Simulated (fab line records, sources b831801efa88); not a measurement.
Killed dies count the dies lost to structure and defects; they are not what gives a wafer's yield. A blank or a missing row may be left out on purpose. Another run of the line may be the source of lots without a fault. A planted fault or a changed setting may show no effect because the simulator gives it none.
Struck lot and sound lot, side by side -- flow sky130 -- 15 out of 708 route steps
Sound: wafers L525.2, L525.5, L525.6. Wafers struck: L539.1, L539.3, L539.5. The cause is named last.
Per side, at each step with rows, come the tool, then ch with its chambers, and then its first start. Under that, the readings that differ: sound wafers -- struck wafers -- difference of the means -- sigmas: that difference in standard deviations of wafers without a fault.
alike: same words and numbers on both sides, and readings whose means sit less than 2 such deviations apart. not compared: any withheld reading, any reading some wafer has no value for, any bound like >300 that may hide the same value, and any number with overlapping values for which the record gives no deviation.
Wherever a step has rows on one side only, a row that says differs or no value, or a row with sigmas, the two part there. When numbers do not overlap yet have no deviation, they are printed without sigmas and do not part them. Lack of a reading on every wafer of one side parts them only where that side has two or more wafers.

first, 1 step without rows for these wafers: SKY_VT_ADJUST_HVTP_DEVELOP_06 (develop time 60 s).
SKY_VT_ADJUST_HVTP_CD_MEAS_07 targets a cd of 380 nm.
  sound on cd_sem-02, day 7 04:07; struck on cd_sem-02, day 10 23:20
  alike: cd_nm
SKY_VT_ADJUST_HVTP_OVL_MEAS_08:
  sound on overlay-02, day 7 04:14; struck on overlay-02, day 10 23:28
  alike: VT_ADJUST_HVTP_OVL
following that, these wafers have no rows for 1 step: SKY_VT_ADJUST_HVTP_IMPLANT_09.
SKY_VT_ADJUST_HVTP_STRIP_10: strips in O2/N2.
  sound on plasma_asher-01 ch 0,1, day 7 04:25; struck on plasma_asher-04 ch 0,1, day 10 23:40
  alike: drypump_motor_current_A, n2_flow_sccm, oes_product_au, strip_time_to_endpoint_s
  not compared: rf_hours_counter_h
SKY_VT_ADJUST_HVTP_TW_MEAS_11:
  sound on film_metro-04, day 7 04:31; struck on film_metro-04, day 10 23:46
  alike: VT_ADJUST_HVTP_TW
then, 6 steps without rows for these wafers: SKY_VT_ADJUST_LVTN_DEHYDRATE_00 (time 60 s); SKY_VT_ADJUST_LVTN_HMDS_01 (prime time 60 s); SKY_VT_ADJUST_LVTN_COAT_02 (resist thk 3000 nm); SKY_VT_ADJUST_LVTN_SOFTBAKE_03; SKY_VT_ADJUST_LVTN_EXPOSE_04 (exposes mask NWM COMPLEMENT LESS NATIVE, target cd 840 nm); SKY_VT_ADJUST_LVTN_PEB_05.
SKY_VT_ADJUST_LVTN_DEVELOP_06: develop time 60 s.
  sound on litho_track-04 ch 0, day 8 00:00; struck on litho_track-04 ch 0, day 11 23:00
reading,sound,struck,difference,sigmas
developer_temp_C (C),23.06 23.01 22.99,23.74 24.03 23.98,+0.90,+8
SKY_VT_ADJUST_LVTN_OVL_MEAS_07:
  sound on overlay-02, day 8 00:09; struck on overlay-02, day 11 23:17
  alike: VT_ADJUST_LVTN_OVL
-- record jumps: 38 days separate the struck wafers' starts on either side; left off in module VT_ADJUST_LVTN, taken up again in module PAD_OPEN, whose first shown step is the route's number 708 --
SKY_PAD_OPEN_PROBE_99:
  sound on prober-02, day 47 00:46; struck on prober-02, day 50 06:26
  alike: killed_at_M0_to_M3, killed_at_M4_up, killed_at_contacts, killed_at_front_end, killed_at_other, killed_dies, killed_open, killed_short

## WHERE THEY PART
Within this record, at SKY_VT_ADJUST_LVTN_DEVELOP_06 only. Later steps at which nothing parts them and some readings are alike: SKY_VT_ADJUST_LVTN_OVL_MEAS_07, SKY_PAD_OPEN_PROBE_99.

WHY: what the simulator had put in
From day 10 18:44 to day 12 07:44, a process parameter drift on litho_track-04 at SKY_VT_ADJUST_LVTN_DEVELOP_06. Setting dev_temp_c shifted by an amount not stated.
